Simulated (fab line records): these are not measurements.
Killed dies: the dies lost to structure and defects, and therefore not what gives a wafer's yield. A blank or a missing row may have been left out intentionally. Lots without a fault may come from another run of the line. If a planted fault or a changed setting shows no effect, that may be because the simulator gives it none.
fab line records + flow sky130
record
- lots=5
- wafers=15
- last-day=48
route steps=708 shown NWELL@74 PWDE@84 VT_ADJUST_HVTP@85
lots that met no fault: from a run of the same line without faults
start-h: hours from the record's first day to the start of the lot's first wafer shown + wait-h: hours elapsed since this lot's preceding step + " identical to the entry in the row above + L1.1+2: a row that stands for several wafers + - either no value or no given start + * or withheld: withheld + < > ~ a bound
route shown NAME@n: a module of which the file shows steps, and the number in the route of the first + usual: the fault-free wafers' mean and standard deviation + same: alike in all rows + chamber/n: place in a boat + sites: the reading at each site + _std_site: how widely they spread, as a standard deviation + _edge_site: outer sites' mean less inner sites' + radius-mm: for every site, how far away it sits from the centre of the wafer + mask NAME#n: copy n + behind: tool/chamber where the wafer was last shaped + hold: cause of the lot's hold/its duration in hours/its outcome + device: which transistor (n, p or np) failed to switch + end of line: at the end of the route, the tests of the same wafers + a step without rows: its recipe alone + killed: count of dies lost to structure and defects at first sort (not the wafer's yield) + map: a wafer's dies, x killed, . not, _ none there
set.NAME: the setting that was run; set.NAME@STEP: the one run at that earlier step + model.NAME: the simulator's own value behind a step, which no gauge read
lots seen at some steps along the route; tables by step, rows by wafer
services: from which hour (start-h, from the record's first day; less than 0 if before it) a tool's chamber was out of use, for how many hours, and why
## steps
# step SKY_NWELL_PEB_21
# recipe
- temp-c=115
- time-s=withheld
# usual
- chill-plate-temp-C=22.99/0.11
| lot.wafer | tool           | chamber | start-h | wait-h | chill-plate-temp-C |
|-----------|----------------|---------|---------|--------|--------------------|
| L074.2    | litho-track-01 | 0       | -       | -      | 22.99              |
| L074.4    | "              | 0       | "       | "      | 23.03              |
| L074.5    | "              | 0       | "       | "      | 22.80              |
| L077.1    | litho-track-01 | 0       | -       | -      | 23.06              |
| L077.2    | "              | 0       | "       | "      | 23.01              |
| L077.4    | "              | 0       | "       | "      | 22.90              |
| L078.1    | litho-track-02 | 0       | -       | -      | 23.11              |
| L078.4    | "              | 0       | "       | "      | 23.01              |
| L078.5    | "              | 0       | "       | "      | 23.04              |
| L085.1    | litho-track-03 | 0       | -       | -      | 23.18              |
| L085.2    | "              | 0       | "       | "      | 23.13              |
| L085.4    | "              | 0       | "       | "      | 23.33              |
| L086.2    | litho-track-02 | 0       | -       | -      | 22.97              |
| L086.4    | "              | 0       | "       | "      | 23.09              |
| L086.6    | "              | 0       | "       | "      | 22.94              |
# step SKY_NWELL_DEVELOP_22
# recipe
- wall-angle-deg=90
- developer=TMAH
- develop-time-s=60
- dev-temp-c=23
# usual
- chill-plate-temp-C=23.00/0.1
| lot.wafer | tool           | chamber | start-h | wait-h | chill-plate-temp-C |
|-----------|----------------|---------|---------|--------|--------------------|
| L074.2    | litho-track-01 | 0       | -       | -      | 22.96              |
| L074.4    | "              | 0       | "       | "      | 22.93              |
| L074.5    | "              | 0       | "       | "      | 22.99              |
| L077.1    | litho-track-01 | 0       | -       | -      | 22.95              |
| L077.2    | "              | 0       | "       | "      | 22.91              |
| L077.4    | "              | 0       | "       | "      | 23.08              |
| L078.1    | litho-track-02 | 0       | -       | -      | 23.02              |
| L078.4    | "              | 0       | "       | "      | 23.04              |
| L078.5    | "              | 0       | "       | "      | 22.98              |
| L085.1    | litho-track-03 | 0       | -       | -      | 23.20              |
| L085.2    | "              | 0       | "       | "      | 23.11              |
| L085.4    | "              | 0       | "       | "      | 22.99              |
| L086.2    | litho-track-02 | 0       | -       | -      | 22.95              |
| L086.4    | "              | 0       | "       | "      | 23.03              |
| L086.6    | "              | 0       | "       | "      | 22.97              |
# step SKY_NWELL_OVL_MEAS_23
# usual
- NWELL_01_OVL=-0.8/1.5
| lot.wafer | tool       | chamber | start-h | wait-h | NWELL_01_OVL[nm] |
|-----------|------------|---------|---------|--------|------------------|
| L074.2    | overlay-02 | -       | 105.52  | -      | 1.8              |
| L074.4    | "          | -       | "       | "      | 1.5              |
| L074.5    | "          | -       | "       | "      | 0.2              |
| L077.1    | overlay-01 | -       | 122.47  | -      | 0.6              |
| L077.2    | "          | -       | "       | "      | -0.7             |
| L077.4    | "          | -       | "       | "      | -0.3             |
| L078.1    | overlay-02 | -       | 127.56  | -      | 0.6              |
| L078.4    | "          | -       | "       | "      | 0.4              |
| L078.5    | "          | -       | "       | "      | -0.8             |
| L085.1    | overlay-01 | -       | 170.17  | -      | -1.3             |
| L085.2    | "          | -       | "       | "      | -0.6             |
| L085.4    | "          | -       | "       | "      | -2.1             |
| L086.2    | overlay-01 | -       | 177.07  | -      | -3.3             |
| L086.4    | "          | -       | "       | "      | -4.5             |
| L086.6    | "          | -       | "       | "      | -4.3             |
# step SKY_NWELL_IMPLANT_24
# recipe
- species=B
- energy-kev=140
- dose-cm2=9.2e+12
- tilt-deg=withheld
| lot.wafer  | tool         | chamber | start-h | wait-h |
|------------|--------------|---------|---------|--------|
| L074.2+4+5 | implanter-01 | 0       | 105.58  | 0.0    |
| L077.1+2+4 | implanter-02 | 0       | 122.50  | 0.0    |
| L078.1+4+5 | implanter-02 | 0       | 127.60  | 0.0    |
| L085.1+2+4 | implanter-01 | 0       | 170.21  | 0.0    |
| L086.2+4+6 | implanter-02 | 0       | 177.13  | 0.0    |
# step SKY_NWELL_STRIP_25
# recipe
- chemistry=O2/N2
- power-w=1400
- pressure-mtorr=1500
- platen-temp-c=withheld
- o2-flow-sccm=3000
- n2-flow-sccm=300
- overash-fraction=0.5
# usual
- drypump-motor-current-A=5.93/0.29
- oes-product-au=0.722/0.0042
- strip-time-to-endpoint-s=36.74/0.12
| lot.wafer | tool            | chamber | start-h | wait-h | drypump-motor-current-A | oes-product-au | rf-hours-counter-h | strip-time-to-endpoint-s |
|-----------|-----------------|---------|---------|--------|-------------------------|----------------|--------------------|--------------------------|
| L074.2    | plasma-asher-01 | 1       | 105.70  | 0.1    | 5.44                    | 0.720          | 44                 | 36.66                    |
| L074.4    | "               | 0       | "       | "      | 6.23                    | 0.723          | -                  | 36.49                    |
| L074.5    | "               | 1       | "       | "      | 5.42                    | 0.726          | -                  | 36.63                    |
| L077.1    | plasma-asher-03 | 0       | 122.65  | 0.1    | 5.56                    | 0.714          | 32                 | 36.83                    |
| L077.2    | "               | 1       | "       | "      | 5.98                    | 0.714          | 32                 | 36.84                    |
| L077.4    | "               | 1       | "       | "      | 5.96                    | 0.723          | -                  | 36.93                    |
| L078.1    | plasma-asher-01 | 0       | 127.75  | 0.1    | 6.24                    | 0.727          | 1                  | 36.65                    |
| L078.4    | "               | 1       | "       | "      | 5.43                    | 0.729          | -                  | 36.55                    |
| L078.5    | "               | 0       | "       | "      | 6.25                    | 0.724          | -                  | 36.64                    |
| L085.1    | plasma-asher-04 | 1       | 170.36  | 0.1    | 6.03                    | 0.718          | 44                 | 36.76                    |
| L085.2    | "               | 0       | "       | "      | 6.11                    | 0.722          | 44                 | 36.76                    |
| L085.4    | "               | 1       | "       | "      | 6.03                    | 0.714          | -                  | 36.69                    |
| L086.2    | plasma-asher-01 | 0       | 177.25  | 0.1    | 6.23                    | 0.715          | 6                  | 36.59                    |
| L086.4    | "               | 0       | "       | "      | 6.24                    | 0.724          | -                  | 36.65                    |
| L086.6    | "               | 0       | "       | "      | 6.23                    | 0.723          | -                  | 36.58                    |
# step SKY_NWELL_TW_MEAS_26
# usual
- NWELL_2_TW=496/3.6
| lot.wafer | tool          | chamber | start-h | wait-h | NWELL_2_TW |
|-----------|---------------|---------|---------|--------|------------|
| L074.2    | film-metro-01 | -       | 105.81  | 0.1    | 492        |
| L074.4    | "             | -       | "       | "      | 493        |
| L074.5    | "             | -       | "       | "      | 495        |
| L077.1    | film-metro-04 | -       | 122.75  | 0.1    | 501        |
| L077.2    | "             | -       | "       | "      | 500        |
| L077.4    | "             | -       | "       | "      | 501        |
| L078.1    | film-metro-04 | -       | 127.85  | 0.1    | 503        |
| L078.4    | "             | -       | "       | "      | 499        |
| L078.5    | "             | -       | "       | "      | 501        |
| L085.1    | film-metro-03 | -       | 170.46  | 0.1    | 497        |
| L085.2    | "             | -       | "       | "      | 496        |
| L085.4    | "             | -       | "       | "      | 493        |
| L086.2    | film-metro-01 | -       | 177.36  | 0.1    | 492        |
| L086.4    | "             | -       | "       | "      | 490        |
| L086.6    | "             | -       | "       | "      | 495        |
# step SKY_NWELL_CLEAN_27
# recipe
- chemistry=SC1/SC2
- mix=1:4:20
- temp-c=70
- time-s=150
- dry=n2-spin
| lot.wafer  | tool         | chamber | start-h | wait-h |
|------------|--------------|---------|---------|--------|
| L074.2+4+5 | wet-bench-03 | 1       | 105.86  | 0.0    |
| L077.1+2+4 | wet-bench-01 | 2       | 122.81  | 0.1    |
| L078.1+4+5 | wet-bench-03 | 1       | 127.91  | 0.1    |
| L085.1+2+4 | wet-bench-04 | 3       | 170.52  | 0.1    |
| L086.2+4+6 | wet-bench-03 | 2       | 177.41  | 0.0    |
# step SKY_NWELL_RTA_28
# recipe
- temp-c=1050
- time-s=30
- idle-temp-c=650
- ramp-up-c-per-s=150
- ramp-down-c-per-s=90
- ambient=N2
# usual
- lamp-power-pct=25.30/0.051
- wafer_temp_C_max=1055.0/1.1
| lot.wafer | tool          | chamber | start-h | wait-h | lamp-power-pct | wafer_temp_C_max |
|-----------|---------------|---------|---------|--------|----------------|------------------|
| L074.2    | rtp-anneal-01 | 0       | 105.93  | 0.0    | 25.26          | 1054.4           |
| L074.4    | "             | 0       | "       | "      | 25.26          | 1053.9           |
| L074.5    | "             | 0       | "       | "      | 25.32          | 1055.5           |
| L077.1    | rtp-anneal-01 | 0       | 122.87  | 0.0    | 25.28          | 1053.6           |
| L077.2    | "             | 0       | "       | "      | 25.33          | 1053.1           |
| L077.4    | "             | 0       | "       | "      | 25.33          | 1054.1           |
| L078.1    | rtp-anneal-01 | 0       | 127.96  | 0.0    | 25.40          | 1053.7           |
| L078.4    | "             | 0       | "       | "      | 25.33          | 1056.4           |
| L078.5    | "             | 0       | "       | "      | 25.32          | 1053.3           |
| L085.1    | rtp-anneal-01 | 0       | 170.57  | 0.0    | 25.31          | 1055.4           |
| L085.2    | "             | 0       | "       | "      | 25.34          | 1053.1           |
| L085.4    | "             | 0       | "       | "      | 25.28          | 1056.9           |
| L086.2    | rtp-anneal-02 | 0       | 177.48  | 0.0    | 25.28          | 1053.6           |
| L086.4    | "             | 0       | "       | "      | 25.30          | 1055.6           |
| L086.6    | "             | 0       | "       | "      | 25.29          | 1055.6           |
# step SKY_NWELL_RS_MEAS_29
# recipe
- thk-meas-gauge=four-point-probe
# usual
- NWELL_RS=625.0/1.4
| lot.wafer | tool          | chamber | start-h | wait-h | NWELL_RS[ohm/sq] |
|-----------|---------------|---------|---------|--------|------------------|
| L074.2    | film-metro-04 | -       | 106.03  | 0.1    | 626.4            |
| L074.4    | "             | -       | "       | "      | 627.9            |
| L074.5    | "             | -       | "       | "      | 627.4            |
| L077.1    | film-metro-03 | -       | 122.97  | 0.1    | 624.7            |
| L077.2    | "             | -       | "       | "      | 624.4            |
| L077.4    | "             | -       | "       | "      | 624.8            |
| L078.1    | film-metro-03 | -       | 128.06  | 0.1    | 626.3            |
| L078.4    | "             | -       | "       | "      | 626.7            |
| L078.5    | "             | -       | "       | "      | 625.8            |
| L085.1    | film-metro-04 | -       | 170.67  | 0.1    | 624.5            |
| L085.2    | "             | -       | "       | "      | 622.3            |
| L085.4    | "             | -       | "       | "      | 624.2            |
| L086.2    | film-metro-01 | -       | 177.58  | 0.1    | 622.4            |
| L086.4    | "             | -       | "       | "      | 624.1            |
| L086.6    | "             | -       | "       | "      | 623.9            |
# step SKY_NWELL_RS_MEAS_31
# recipe
- thk-meas-gauge=four-point-probe
# usual
- PWDE_RS=5282/19
| lot.wafer | tool          | chamber | start-h | wait-h | PWDE_RS[ohm/sq] |
|-----------|---------------|---------|---------|--------|-----------------|
| L074.2    | film-metro-04 | -       | 106.27  | 0.1    | 5274            |
| L074.4    | "             | -       | "       | "      | 5300            |
| L074.5    | "             | -       | "       | "      | 5293            |
| L077.1    | film-metro-03 | -       | 123.21  | 0.1    | 5253            |
| L077.2    | "             | -       | "       | "      | 5282            |
| L077.4    | "             | -       | "       | "      | 5291            |
| L078.1    | film-metro-03 | -       | 128.30  | 0.1    | 5256            |
| L078.4    | "             | -       | "       | "      | 5284            |
| L078.5    | "             | -       | "       | "      | 5272            |
| L085.1    | film-metro-04 | -       | 170.91  | 0.1    | 5291            |
| L085.2    | "             | -       | "       | "      | 5309            |
| L085.4    | "             | -       | "       | "      | 5301            |
| L086.2    | film-metro-01 | -       | 177.82  | 0.1    | 5289            |
| L086.4    | "             | -       | "       | "      | 5292            |
| L086.6    | "             | -       | "       | "      | 5285            |
# step SKY_VT_ADJUST_HVTP_DEHYDRATE_00
# recipe
- temp-c=200
- time-s=60
# usual
- chill-plate-temp-C=23.01/0.085
| lot.wafer | tool           | chamber | start-h | wait-h | chill-plate-temp-C |
|-----------|----------------|---------|---------|--------|--------------------|
| L074.2    | litho-track-02 | 0       | 114.79  | 8.5    | 22.84              |
| L074.4    | "              | 0       | "       | "      | 22.86              |
| L074.5    | "              | 0       | "       | "      | 22.96              |
| L077.1    | litho-track-03 | 0       | 132.42  | 9.2    | 23.09              |
| L077.2    | "              | 0       | "       | "      | 23.11              |
| L077.4    | "              | 0       | "       | "      | 22.95              |
| L078.1    | litho-track-02 | 0       | 137.46  | 9.1    | 22.89              |
| L078.4    | "              | 0       | "       | "      | 22.91              |
| L078.5    | "              | 0       | "       | "      | 22.95              |
| L085.1    | litho-track-02 | 0       | 180.21  | 9.3    | 23.09              |
| L085.2    | "              | 0       | "       | "      | 22.91              |
| L085.4    | "              | 0       | "       | "      | 22.95              |
| L086.2    | litho-track-04 | 0       | 187.58  | 9.7    | 22.91              |
| L086.4    | "              | 0       | "       | "      | 22.95              |
| L086.6    | "              | 0       | "       | "      | 22.93              |
# step SKY_VT_ADJUST_HVTP_HMDS_01
# recipe
- prime-time-s=60
- prime-temp-c=120
# usual
- chill-plate-temp-C=22.99/0.1
| lot.wafer | tool           | chamber | start-h | wait-h | chill-plate-temp-C |
|-----------|----------------|---------|---------|--------|--------------------|
| L074.2    | litho-track-02 | 0       | 114.94  | 0.1    | 23.06              |
| L074.4    | "              | 0       | "       | "      | 22.97              |
| L074.5    | "              | 0       | "       | "      | 23.09              |
| L077.1    | litho-track-03 | 0       | 132.57  | 0.1    | 23.17              |
| L077.2    | "              | 0       | "       | "      | 23.06              |
| L077.4    | "              | 0       | "       | "      | 23.03              |
| L078.1    | litho-track-02 | 0       | 137.61  | 0.1    | 22.86              |
| L078.4    | "              | 0       | "       | "      | 23.15              |
| L078.5    | "              | 0       | "       | "      | 23.03              |
| L085.1    | litho-track-02 | 0       | 180.36  | 0.1    | 22.93              |
| L085.2    | "              | 0       | "       | "      | 23.22              |
| L085.4    | "              | 0       | "       | "      | 22.97              |
| L086.2    | litho-track-04 | 0       | 187.73  | 0.1    | 22.96              |
| L086.4    | "              | 0       | "       | "      | 23.03              |
| L086.6    | "              | 0       | "       | "      | 23.08              |
# step SKY_VT_ADJUST_HVTP_COAT_02
# recipe
- resist=NOVOLAK
- spin-rpm=3000
- resist-thk-nm=1140
# usual
- chill-plate-temp-C=22.99/0.11
| lot.wafer | tool           | chamber | start-h | wait-h | chill-plate-temp-C |
|-----------|----------------|---------|---------|--------|--------------------|
| L074.2    | litho-track-02 | 0       | 115.09  | 0.1    | 23.03              |
| L074.4    | "              | 0       | "       | "      | 22.95              |
| L074.5    | "              | 0       | "       | "      | 23.10              |
| L077.1    | litho-track-03 | 0       | 132.72  | 0.1    | 22.96              |
| L077.2    | "              | 0       | "       | "      | 23.13              |
| L077.4    | "              | 0       | "       | "      | 22.87              |
| L078.1    | litho-track-02 | 0       | 137.76  | 0.1    | 22.91              |
| L078.4    | "              | 0       | "       | "      | 22.86              |
| L078.5    | "              | 0       | "       | "      | 22.91              |
| L085.1    | litho-track-02 | 0       | 180.51  | 0.1    | 23.11              |
| L085.2    | "              | 0       | "       | "      | 23.19              |
| L085.4    | "              | 0       | "       | "      | 23.18              |
| L086.2    | litho-track-04 | 0       | 187.88  | 0.1    | 22.82              |
| L086.4    | "              | 0       | "       | "      | 23.01              |
| L086.6    | "              | 0       | "       | "      | 23.04              |
# step SKY_VT_ADJUST_HVTP_SOFTBAKE_03
# recipe
- temp-c=90
- time-s=60
- resist=NOVOLAK
# usual
- chill-plate-temp-C=22.99/0.11
| lot.wafer | tool           | chamber | start-h | wait-h | chill-plate-temp-C |
|-----------|----------------|---------|---------|--------|--------------------|
| L074.2    | litho-track-02 | 0       | 115.24  | 0.1    | 22.80              |
| L074.4    | "              | 0       | "       | "      | 22.79              |
| L074.5    | "              | 0       | "       | "      | 22.89              |
| L077.1    | litho-track-03 | 0       | 132.87  | 0.1    | 22.97              |
| L077.2    | "              | 0       | "       | "      | 22.94              |
| L077.4    | "              | 0       | "       | "      | 22.93              |
| L078.1    | litho-track-02 | 0       | 137.91  | 0.1    | 23.04              |
| L078.4    | "              | 0       | "       | "      | 22.89              |
| L078.5    | "              | 0       | "       | "      | 22.97              |
| L085.1    | litho-track-02 | 0       | 180.66  | 0.1    | 23.11              |
| L085.2    | "              | 0       | "       | "      | 22.97              |
| L085.4    | "              | 0       | "       | "      | 23.16              |
| L086.2    | litho-track-04 | 0       | 188.03  | 0.1    | 22.90              |
| L086.4    | "              | 0       | "       | "      | 22.91              |
| L086.6    | "              | 0       | "       | "      | 22.99              |
# step SKY_VT_ADJUST_HVTP_EXPOSE_04
# recipe
- mask-id=HVTPM
- na=0.6
- source-shape=conventional
- sigma-outer=0.6
- polarization=unpolarized
- target-cd-nm=380
- dose-mj=140
# usual
- exposure-dose-mJ-cm2=140.00/0.12
- reticle-temp-C=23.02/0.1
# same
- sigma-outer=0.6
| lot.wafer | tool             | chamber | start-h | wait-h | mask    | exposure-dose-mJ-cm2 | reticle-temp-C |
|-----------|------------------|---------|---------|--------|---------|----------------------|----------------|
| L074.2    | iline-stepper-02 | 0       | -       | -      | HVTPM#0 | 139.89               | 22.94          |
| L074.4    | "                | 0       | "       | "      | HVTPM#0 | 140.09               | 23.11          |
| L074.5    | "                | 0       | "       | "      | HVTPM#0 | 139.82               | 23.01          |
| L077.1    | iline-stepper-01 | 0       | -       | -      | HVTPM#0 | 140.19               | 23.06          |
| L077.2    | "                | 0       | "       | "      | HVTPM#0 | 139.99               | 23.17          |
| L077.4    | "                | 0       | "       | "      | HVTPM#0 | 140.34               | 23.11          |
| L078.1    | iline-stepper-01 | 0       | -       | -      | HVTPM#0 | 140.06               | 22.80          |
| L078.4    | "                | 0       | "       | "      | HVTPM#0 | 140.20               | 22.80          |
| L078.5    | "                | 0       | "       | "      | HVTPM#0 | 140.08               | 22.89          |
| L085.1    | iline-stepper-02 | 0       | -       | -      | HVTPM#0 | 140.13               | 22.93          |
| L085.2    | "                | 0       | "       | "      | HVTPM#0 | 140.09               | 22.97          |
| L085.4    | "                | 0       | "       | "      | HVTPM#0 | 140.12               | 23.14          |
| L086.2    | iline-stepper-01 | 0       | -       | -      | HVTPM#0 | 140.02               | 23.11          |
| L086.4    | "                | 0       | "       | "      | HVTPM#0 | 139.93               | 22.89          |
| L086.6    | "                | 0       | "       | "      | HVTPM#0 | 139.92               | 22.88          |
# step SKY_VT_ADJUST_HVTP_PEB_05
# recipe
- temp-c=withheld
- time-s=*
- resist=NOVOLAK
# usual
- chill-plate-temp-C=*
| lot.wafer | tool           | chamber | start-h | wait-h | chill-plate-temp-C |
|-----------|----------------|---------|---------|--------|--------------------|
| L074.2    | litho-track-03 | 0       | -       | -      | *                  |
| L074.4    | "              | 0       | "       | "      | *                  |
| L074.5    | "              | 0       | "       | "      | *                  |
| L077.1    | litho-track-04 | 0       | -       | -      | *                  |
| L077.2    | "              | 0       | "       | "      | *                  |
| L077.4    | "              | 0       | "       | "      | *                  |
| L078.1    | litho-track-02 | 0       | -       | -      | *                  |
| L078.4    | "              | 0       | "       | "      | *                  |
| L078.5    | "              | 0       | "       | "      | *                  |
| L085.1    | litho-track-03 | 0       | -       | -      | *                  |
| L085.2    | "              | 0       | "       | "      | *                  |
| L085.4    | "              | 0       | "       | "      | *                  |
| L086.2    | litho-track-03 | 0       | -       | -      | *                  |
| L086.4    | "              | 0       | "       | "      | *                  |
| L086.6    | "              | 0       | "       | "      | *                  |
# step SKY_VT_ADJUST_HVTP_DEVELOP_06
# recipe
- resist=NOVOLAK
- developer=TMAH
- develop-time-s=60
- dev-temp-c=23
# usual
- chill-plate-temp-C=23.01/0.088
| lot.wafer | tool           | chamber | start-h | wait-h | chill-plate-temp-C |
|-----------|----------------|---------|---------|--------|--------------------|
| L074.2    | litho-track-03 | 0       | 123.84  | 0.1    | 22.87              |
| L074.4    | "              | 0       | "       | "      | 23.08              |
| L074.5    | "              | 0       | "       | "      | 23.04              |
| L077.1    | litho-track-04 | 0       | 141.90  | 0.1    | 23.02              |
| L077.2    | "              | 0       | "       | "      | 23.08              |
| L077.4    | "              | 0       | "       | "      | 22.89              |
| L078.1    | litho-track-02 | 0       | 147.41  | 0.1    | 23.15              |
| L078.4    | "              | 0       | "       | "      | 23.01              |
| L078.5    | "              | 0       | "       | "      | 22.98              |
| L085.1    | litho-track-03 | 0       | 190.82  | 0.1    | 23.09              |
| L085.2    | "              | 0       | "       | "      | 23.02              |
| L085.4    | "              | 0       | "       | "      | 22.97              |
| L086.2    | litho-track-03 | 0       | 198.94  | 0.1    | 22.98              |
| L086.4    | "              | 0       | "       | "      | 22.91              |
| L086.6    | "              | 0       | "       | "      | 23.06              |
## services
| tool             | chamber | start-h | hours | kind       |
|------------------|---------|---------|-------|------------|
| wet-bench-01     | -       | 82.69   | 12.8  | repair     |
| implanter-02     | -       | 83.16   | 29.9  | pm         |
| plasma-asher-04  | -       | 93.79   | 5.1   | repair     |
| plasma-asher-01  | -       | 108.75  | 9.0   | pm         |
| plasma-asher-01  | 0       | 108.75  | 9.0   | vent-cycle |
| plasma-asher-01  | 1       | 108.75  | 9.0   | vent-cycle |
| iline-stepper-01 | -       | 113.71  | 6.8   | repair     |
| plasma-asher-01  | 0       | 117.75  | -     | clean      |
| plasma-asher-01  | 1       | 117.75  | -     | clean      |
| wet-bench-01     | -       | 125.08  | 2.9   | repair     |
| iline-stepper-01 | -       | 133.29  | 3.0   | repair     |
| implanter-01     | -       | 140.35  | 3.8   | repair     |
| wet-bench-01     | -       | 140.62  | 1.9   | pm         |
| plasma-asher-03  | -       | 144.35  | 6.9   | repair     |
| rtp-anneal-01    | -       | 145.33  | 13.0  | repair     |
| iline-stepper-01 | -       | 157.41  | 1.7   | pm         |
| plasma-asher-04  | -       | 162.61  | 2.8   | pm         |
| wet-bench-04     | -       | 166.17  | 1.3   | repair     |
| iline-stepper-01 | -       | 169.56  | 12.4  | repair     |
| implanter-02     | -       | 179.74  | 0.6   | repair     |
| plasma-asher-04  | -       | 184.66  | 18.0  | repair     |
| rtp-anneal-01    | -       | 189.48  | 8.3   | pm         |
## key
fault none
